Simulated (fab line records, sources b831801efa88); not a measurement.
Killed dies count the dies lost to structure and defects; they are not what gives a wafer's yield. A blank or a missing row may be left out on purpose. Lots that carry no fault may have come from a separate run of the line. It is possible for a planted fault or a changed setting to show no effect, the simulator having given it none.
Which tool is to blame?	flow sky130	12 lots, 36 wafers sampled, at 5 steps of a route of 708

## WHAT THE GAUGES READ, wafer by wafer
SKY_CONTACT_THK_MEAS_26: measures by xrf. Usual: CONTACT_W_THK 352 nm, standard deviation 13.
lot	measured	on	CONTACT_W_THK (nm)	flag
L547	day 31 17:43	filmMetro-03	335 353 333	
L548	day 31 23:42	filmMetro-03	336 353 356	
L549	day 32 16:53	filmMetro-03	374 372 366	
L552	day 33 16:44	filmMetro-02	341 358 335	
L555	day 34 04:55	filmMetro-03	364 360 358	
L556	day 34 14:52	filmMetro-01	349 356 350	
L558	day 35 12:24	filmMetro-02	349 359 349	
L561	day 36 04:15	filmMetro-01	365 361 360	
L562	day 36 09:31	filmMetro-01	330 347 329	
L566	day 37 17:55	filmMetro-01	356 338 340	
L567	day 37 22:52	filmMetro-01	355 350 352	
L570	day 38 18:51	filmMetro-03	368 357 367	

SKY_METAL1_THK_MEAS_06: measures by xrf. Usual: METAL1_ALCU_THK 248 nm, standard deviation 3.3.
lot	measured	on	METAL1_ALCU_THK (nm)	flag
L547	day 31 18:20	filmMetro-01	255 249 251	
L548	day 32 00:19	filmMetro-01	249 250 249	
L549	day 32 17:31	filmMetro-01	243 246 242	
L552	day 33 17:21	filmMetro-04	245 243 246	
L555	day 34 05:32	filmMetro-01	253 247 252	
L556	day 34 15:29	filmMetro-01	249 247 248	
L558	day 35 13:01	filmMetro-04	250 252 247	
L561	day 36 04:52	filmMetro-01	248 243 245	
L562	day 36 10:08	filmMetro-02	248 248 240	
L566	day 37 18:32	filmMetro-02	253 246 246	
L567	day 37 23:38	filmMetro-02	248 247 246	
L570	day 38 19:28	filmMetro-02	250 244 245	

SKY_VIA1_THK_MEAS_01. Usual: VIA1_HDPCVD_THK 1032 nm, standard deviation 12.
lot	measured	on	VIA1_HDPCVD_THK (nm)	flag
L547	day 32 22:07	filmMetro-04	1024 1033 1027	
L548	day 33 03:28	filmMetro-02	1020 1033 1017	
L549	day 33 21:24	filmMetro-04	1015 1018 1019	
L552	day 34 20:51	filmMetro-04	1042 1036 1028	
L555	day 35 09:18	filmMetro-04	1044 1042 1042	
L556	day 35 19:17	filmMetro-03	1024 1027 1546 1024 1028 1545	OFF
L558	day 36 15:59	filmMetro-04	1027 1538 1028 1029 1537 1028	OFF
L561	day 37 08:08	filmMetro-03	1041 1045 1056	
L562	day 37 12:16	filmMetro-04	1040 1022 1011	
L566	day 38 21:15	filmMetro-03	1024 1051 1043	
L567	day 39 02:04	filmMetro-02	1011 1037 1026	
L570	day 39 21:06	filmMetro-03	1039 1046 1054	

## TOOL THAT RAN EACH LOT (tool first, then ch and the chambers of the sampled wafers, then the start)
lot	SKY_METAL1_SPUTTER_03	SKY_VIA1_HDPCVD_00
L547	pvdSputter-03, day 31 18:08	hdpcvd-01 ch 0,1,2, day 32 22:00
L548	pvdSputter-01, day 32 00:08	hdpcvd-02 ch 1,2, day 33 03:21
L549	pvdSputter-04, day 32 17:18	hdpcvd-02 ch 0,1, day 33 21:16
L552	pvdSputter-04, day 33 17:08	hdpcvd-02 ch 0,2, day 34 20:43
L555	pvdSputter-01, day 34 05:19	hdpcvd-02 ch 0,1,2, day 35 09:13
L556	pvdSputter-04, day 34 15:17	hdpcvd-02 ch 0,1,2, day 35 19:10
L558	pvdSputter-03, day 35 12:50	hdpcvd-02 ch 0,1, day 36 15:53
L561	pvdSputter-04, day 36 04:41	hdpcvd-01 ch 0,1,2, day 37 08:01
L562	pvdSputter-03, day 36 09:57	hdpcvd-01 ch 1,2, day 37 12:09
L566	pvdSputter-03, day 37 18:19	hdpcvd-01 ch 0,1,2, day 38 21:07
L567	pvdSputter-04, day 37 23:27	hdpcvd-02 ch 0,1,2, day 39 01:58
L570	pvdSputter-03, day 38 19:17	hdpcvd-01 ch 0,1, day 39 20:59
- SKY_METAL1_SPUTTER_03: material Ti, target thk 5 nm, time 3.3 s.
- SKY_VIA1_HDPCVD_00: deposits SiO2, target thk 1030 nm, time 171.7 s.

## AS READ BY THE TOOLS THEMSELVES (means over the sampled wafers that have a number; for cases with no such wafer, the mark the record gives instead)
SKY_METAL1_SPUTTER_03. Usual: throttleValvePct at 30.2 %, with a standard deviation of 0.72.
lot	tool	throttleValvePct (%)	flag
L547	pvdSputter-03	30.0	
L548	pvdSputter-01	30.1	
L549	pvdSputter-04	31.1	
L552	pvdSputter-04	30.4	
L555	pvdSputter-01	29.6	
L556	pvdSputter-04	31.2	
L558	pvdSputter-03	30.0	
L561	pvdSputter-04	30.7	
L562	pvdSputter-03	29.8	
L566	pvdSputter-03	30.0	
L567	pvdSputter-04	30.7	
L570	pvdSputter-03	29.7	

SKY_VIA1_HDPCVD_00. Usual: sih4FlowSccm at 60.00 sccm, with a standard deviation of 0.19.
lot	tool	sih4FlowSccm (sccm)	flag
L547	hdpcvd-01	59.99	
L548	hdpcvd-02	60.09	
L549	hdpcvd-02	60.10	
L552	hdpcvd-02	60.15	
L555	hdpcvd-02	60.05	
L556	hdpcvd-02	70.15	OFF
L558	hdpcvd-02	70.04	OFF
L561	hdpcvd-01	59.94	
L562	hdpcvd-01	59.91	
L566	hdpcvd-01	60.08	
L567	hdpcvd-02	59.89	
L570	hdpcvd-01	59.91	

## THE ANSWER, worked out from the rows above alone
Rule: take the mean of a lot's wafers that have a number; if it is more than 3 standard deviations from the usual mean, the lot is off. Also off: a lot with no number at a reading for which 4 or more lots have one. Any other lot the step has rows for is counted as sound. First the gauges in route order, then the tools' own readings, where a lot's mean is used as printed above. The first step at which some lot is off is used, and at that step the reading that is off furthest; a lot without a number counts as furthest.
Off: L556, L558, at SKY_VIA1_THK_MEAS_01 (VIA1_HDPCVD_THK).
A tool fits if, at a process step before that reading, it ran every lot that is off, and no sound lot after the first of them. The gauges at SKY_VIA1_THK_MEAS_01 aren't tried: what is off there is off at SKY_VIA1_HDPCVD_00 too, on other tools, and a gauge's error can't cause that. Not one of the candidates tried fits.

## WHAT THE SIMULATOR HAD INSERTED
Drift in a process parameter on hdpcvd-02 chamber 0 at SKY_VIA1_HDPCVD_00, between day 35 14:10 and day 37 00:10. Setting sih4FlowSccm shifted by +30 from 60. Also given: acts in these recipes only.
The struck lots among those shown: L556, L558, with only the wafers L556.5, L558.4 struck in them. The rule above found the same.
